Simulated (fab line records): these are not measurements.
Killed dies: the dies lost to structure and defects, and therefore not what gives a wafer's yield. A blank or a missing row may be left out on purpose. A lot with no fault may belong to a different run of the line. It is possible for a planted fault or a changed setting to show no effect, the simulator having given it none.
Which of the tools did it? ; flow gf180mcu ; 6 lots, 18 wafers sampled, at 3 steps of a route of 602

## WHAT THE GAUGES SHOWED, per wafer
GF_TOP_METAL_CD_MEAS_14 targets a cd of 440 nm.
lot;measured;on;cd_nm (nm)
L879;day 29 00:43;cd_sem-02;442.8 443.1 440.8
L882;day 30 02:10;cd_sem-01;440.2 440.3 438.7
L884;day 30 12:49;cd_sem-01;439.4 440.0 435.3
L886;day 31 05:55;cd_sem-02;440.3 439.2 438.2
L891;day 32 19:55;cd_sem-02;437.0 436.7 436.1
L899;day 34 05:53;cd_sem-01;460.9 462.2 463.3

## EACH LOT AND THE TOOL THAT RAN IT (in order: tool; ch and the chambers of the sampled wafers; start)
lot;GF_V5_CMP_04;GF_TOP_METAL_COAT_09
L879;cmp-02 ch 0,1,3, day 27 07:02;litho_track-02 ch 0, day 28 15:16
L882;cmp-01 ch 2,3, day 28 11:29;litho_track-02 ch 0, day 29 17:13
L884;cmp-02 ch 0,2, day 28 22:19;litho_track-03 ch 0, day 30 03:14
L886;cmp-02 ch 0,2,3, day 29 15:39;litho_track-02 ch 0, day 30 20:10
L891;cmp-01 ch 0,2,3, day 31 08:41;litho_track-02 ch 0, day 32 11:28
L899;cmp-02 ch 0,1,3, day 32 21:01;litho_track-02 ch 0, day 33 21:46
- GF_V5_CMP_04: polishes SiO2.
- GF_TOP_METAL_COAT_09: resist thk 1500 nm.

## THE ANSWER, worked out from the rows above alone
Rule: the usual values come from the lots themselves. The widest of any qualifying gaps counts: lots, ordered by their means at a reading, are off when they make up no more than a third of the lots, leave a main group of 4 or more, and stand apart from it by 3 or more times the standard deviation of that group's means. The tables above print the reading to a certain number of digits; a main group whose means all agree to those digits is not used. A lot without any number at a reading at which 4 lots or more have one is off too. Where the step has rows for the other lots, those lots are counted as sound.
Off, at GF_TOP_METAL_CD_MEAS_14 on cd_nm: L899. Mean 439.2 nm and standard deviation 1.9 in the main group.
A tool fits if, at a process step before that reading, it ran every lot that is off, and no sound lot after the first of them. Those tools and the gauges at GF_TOP_METAL_CD_MEAS_14 are tried in the same way. Can't be told from this: 3 tools fit, cmp-02 at GF_V5_CMP_04, litho_track-02 at GF_TOP_METAL_COAT_09, cd_sem-01 at GF_TOP_METAL_CD_MEAS_14.

## WHAT THE SIMULATOR PUT IN
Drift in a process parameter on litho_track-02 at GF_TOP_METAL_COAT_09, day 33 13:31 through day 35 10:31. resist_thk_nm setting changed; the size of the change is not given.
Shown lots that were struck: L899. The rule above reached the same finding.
